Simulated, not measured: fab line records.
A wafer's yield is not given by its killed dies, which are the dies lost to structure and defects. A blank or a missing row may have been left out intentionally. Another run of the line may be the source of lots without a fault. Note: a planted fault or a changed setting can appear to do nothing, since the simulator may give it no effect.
Struck lot and sound lot, side by side | flow gf180mcu | 43 steps out of a route of 602
Sound: wafers L796.4, L796.5, L796.6. Struck: wafer L802.2 (left out: L802.1, L802.3 of the same lot, which were not struck); the cause appears at the end.
Each step with rows lists, per side, the tool, then ch with its chambers, then its first start. Under that, the readings that differ: sound wafers | struck wafers | difference of the means | sigmas: that difference in standard deviations of wafers without a fault.
alike: a reading whose means differ by less than 2 such deviations, as well as words and numbers matching on both sides. not compared: withheld readings; readings where some wafer has no value; bounds like >300 that might hide an equal value; numbers whose values overlap and for which the record gives no deviation.
Wherever a step has rows on one side only, a row that says differs or no value, or a row with sigmas, the two part there. When numbers do not overlap yet have no deviation, they are printed without sigmas and do not part them. A reading missing from all wafers of one side parts the sides only when that side holds two or more wafers.

GF_V3_CMP_04: polishes SiO2.
  sound on cmp-01 ch 0,1, day 21 19:37; struck on cmp-01 ch 0, day 23 23:00
  alike: motor-current-A, slurry-filter-dp-kPa, time-to-endpoint-s
GF_V3_BOW_MEAS_05:
  struck on film-metro-02, day 23 23:18; sound on film-metro-03, day 21 19:56
  alike: V3_BOW
then, 8 steps without rows for these wafers: GF_V3_DEHYDRATE_06 (time 60 s); GF_V3_HMDS_07 (prime time 60 s); GF_V3_COAT_08; GF_V3_COAT_09 (resist thk 1000 nm); GF_V3_SOFTBAKE_10 (time 60 s); GF_V3_EXPOSE_11 (exposes mask Via3, target cd 260 nm); GF_V3_PEB_12 (peb time 90 s); GF_V3_DEVELOP_13 (develop time 60 s).
GF_V3_CD_MEAS_14 targets a cd of 260 nm.
  struck on cd-sem-01, day 24 22:13; sound on cd-sem-02, day 22 19:10
  alike: cd-nm
GF_V3_OVL_MEAS_15:
  struck on overlay-01, day 24 22:20; sound on overlay-02, day 22 19:14
  alike: V3_OVL
GF_V3_ETCH_16: etches BARC in N2/H2.
  sound on rie-diel-02 ch 1,2,3, day 22 19:16; struck on rie-diel-02 ch 1, day 24 22:23
  alike: drypump-motor-current-A, oes-product-au, throttle-valve-pct
then, 6 steps without rows for these wafers: GF_V3_ETCH_17 (etches SiO2 in C4F8/O2/Ar, stops on TiN, target depth 635 nm); GF_V3_STRIP_18 (strips in O2/N2); GF_V3_STRIP_19 (strips in post etch residue remover, time 1200 s); GF_V3_CLEAN_20 (cleans in DIW); GF_V3_SPUTTER_21 (material Ti, target thk 15 nm, time 80.02 s); GF_V3_SPUTTER_22 (material TiN, target thk 10 nm, time 40 s).
GF_V3_CVD_23: deposits W, target thk 350 nm, time 104.9 s.
  sound on cvd-w-02 ch 0,1, day 22 20:05; struck on cvd-w-02 ch 0, day 24 23:08
  alike: heater-power-outer-w, heater-power-w
GF_V3_RS_MEAS_24: the measuring method here is four-point-probe.
  struck on film-metro-02, day 24 23:15; sound on film-metro-03, day 22 20:14
  alike: V3_W_RS
GF_V3_THK_MEAS_25: measures by xrf.
  struck on film-metro-02, day 24 23:22; sound on film-metro-03, day 22 20:19
  alike: V3_W_THK
then, 2 steps without rows for these wafers: GF_V3_CMP_26 (polishes, stops on SiO2, t overpolish 15 s, target thk 0 nm); GF_M4_SPUTTER_00 (material Ti, target thk 37.5 nm, time 150 s).
GF_M4_SPUTTER_01: material TiN, target thk 30 nm, time 25 s.
  struck on pvd-sputter-04, day 24 23:50; sound on pvd-sputter-04, day 22 20:45
  alike: chamber-pressure-pa, throttle-valve-pct
then, 2 steps without rows for these wafers: GF_M4_SPUTTER_02 (material AlCu, target thk 450 nm, time 23.9 s); GF_M4_SPUTTER_03 (material Ti, target thk 10 nm, time 6.7 s).
GF_M4_SPUTTER_04: material TiN, target thk 50 nm, time 41.7 s.
  struck on pvd-sputter-04, day 24 23:55; sound on pvd-sputter-04, day 22 20:50
  alike: chamber-pressure-pa, throttle-valve-pct
GF_M4_RS_MEAS_05: the measuring method here is four-point-probe.
  struck on film-metro-04, day 24 23:57; sound on film-metro-03, day 22 20:56
  alike: M4_ALCU_RS
GF_M4_THK_MEAS_06: measures by xrf.
  struck on film-metro-04, day 25 00:04; sound on film-metro-03, day 22 21:01
  alike: M4_ALCU_THK
then, 7 steps without rows for these wafers: GF_M4_DEHYDRATE_07 (time 60 s); GF_M4_HMDS_08 (prime time 60 s); GF_M4_COAT_09 (resist thk 1000 nm); GF_M4_SOFTBAKE_10 (time 60 s); GF_M4_EXPOSE_11 (exposes mask Metal4, target cd 280 nm); GF_M4_PEB_12 (peb time 90 s); GF_M4_DEVELOP_13 (develop time 60 s).
GF_M4_CD_MEAS_14 targets a cd of 280 nm.
  struck on cd-sem-02, day 25 21:22; sound on cd-sem-02, day 23 20:26
  alike: cd-nm
GF_M4_OVL_MEAS_15:
  struck on overlay-01, day 25 21:29; sound on overlay-02, day 23 20:31
  alike: M4_OVL
GF_M4_METAL_ETCH_16: etches the open film in Cl2/BCl3, stops on SiO2, target depth 750.8 nm, time 125.1 s.
  sound on rie-metal-04 ch 0,1, day 23 20:35; struck on rie-metal-04 ch 1, day 25 21:32
  reading                | sound             | struck | difference                   | sigmas
  mfc-cl2-sccm (sccm)    | 79.79 79.71 79.84 | 80.51  | +0.73                        | +3
  rf-hours-counter-h (h) | - - -             | 15     | no value on the sound wafers |
  alike: drypump-motor-current-A, oes-product-au, throttle-valve-pct
then, 2 steps without rows for these wafers: GF_M4_STRIP_17 (strips in O2/N2); GF_M4_STRIP_18 (strips in post etch residue remover, time 1200 s).
-- the record jumps here: 5 days lie between the struck wafers' starts before and after (it left off in module M4 and takes up again in module PASSIVATION, whose first step shown is number 602 of the route) --
GF_PASSIVATION_PROBE_99:
  rows exist in the record for the struck wafers here (prober-02, day 31 05:02), but not for the sound ones

== WHERE THEY PART ==
First at GF_M4_METAL_ETCH_16; last, within this record, at GF_PASSIVATION_PROBE_99.

WHY: the cause the simulator had injected
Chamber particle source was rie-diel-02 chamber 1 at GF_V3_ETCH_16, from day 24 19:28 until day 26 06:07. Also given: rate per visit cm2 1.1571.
